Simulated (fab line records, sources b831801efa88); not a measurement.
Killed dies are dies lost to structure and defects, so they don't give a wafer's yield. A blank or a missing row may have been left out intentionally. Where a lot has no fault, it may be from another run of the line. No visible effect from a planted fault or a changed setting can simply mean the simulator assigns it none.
A lot that was struck, set against a sound lot || flow gf180mcu || 14 steps out of a route of 602
Sound: wafers L264.3, L264.4, L264.5. Struck: wafers L271.1, L271.3, L271.4. At the end, the cause is stated.
Per side, at each step with rows, come the tool, then ch with its chambers, and then its first start. Under that, the readings that differ: sound wafers || struck wafers || difference of the means || sigmas: that difference in standard deviations of wafers without a fault.
alike: a reading whose means differ by less than 2 such deviations, as well as words and numbers matching on both sides. not compared: withheld readings; readings where some wafer has no value; bounds like >300 that might hide an equal value; numbers whose values overlap and for which the record gives no deviation.
Wherever a step has rows on one side only, a row that says differs or no value, or a row with sigmas, the two part there. Numbers that have no deviation but don't overlap get no sigmas and don't part them. A reading that every wafer of one side lacks parts them only if that side has two wafers or more.

first, 1 step without rows for these wafers: GF_V2_CVD_00 (deposits SiO2, target thk 600 nm, time 100 s).
GF_V2_THK_MEAS_01:
  struck on filmMetro-04, day 23 05:43; sound on filmMetro-02, day 20 10:23
  alike: V2_CVD_00_THK
GF_V2_CVD_02: deposits SiO2 from TEOS, target thk 850 nm, time 94.851 s.
  sound on pecvd-01 ch 0,2, day 20 10:28; struck on pecvd-04 ch 0,1,2, day 23 05:47
  alike: heaterPowerW
GF_V2_THK_MEAS_03:
  struck on filmMetro-02, day 23 05:51; sound on filmMetro-04, day 20 10:34
  alike: V2_CVD_02_THK
GF_V2_CMP_04: polishes SiO2.
  sound on cmp-02 ch 0,1,3, day 20 10:42; struck on cmp-02 ch 0,1,3, day 23 05:58
  alike: motorCurrentA, timeToEndpointS
GF_V2_BOW_MEAS_05:
  struck on filmMetro-01, day 23 06:13; sound on filmMetro-02, day 20 10:56
  alike: V2_BOW
then, 6 steps without rows for these wafers: GF_V2_DEHYDRATE_06 (time 60 s); GF_V2_HMDS_07 (prime time 60 s); GF_V2_COAT_08; GF_V2_COAT_09 (resist thk 1000 nm); GF_V2_SOFTBAKE_10 (time 60 s); GF_V2_EXPOSE_11 (exposes mask Via2, target cd 260 nm).
GF_V2_PEB_12: peb time 90 s.
  struck on lithoTrack-04, day 24 04:37; sound on lithoTrack-04 ch 0, day 21 10:50
  no value came back on the struck wafers for chillPlateTempC (C), exhaustPa (Pa); on the sound wafers chillPlateTempC (C) reads 23.18 22.99 23.06
then, 1 step without rows for these wafers: GF_V2_DEVELOP_13 (develop time 60 s).

== WHERE THEY PART ==
GF_V2_PEB_12 only, going by this record.

WHY: what had been put in by the simulator
Step skipped in full: lithoTrack-04, at GF_V2_PEB_12, from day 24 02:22 onward. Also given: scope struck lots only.
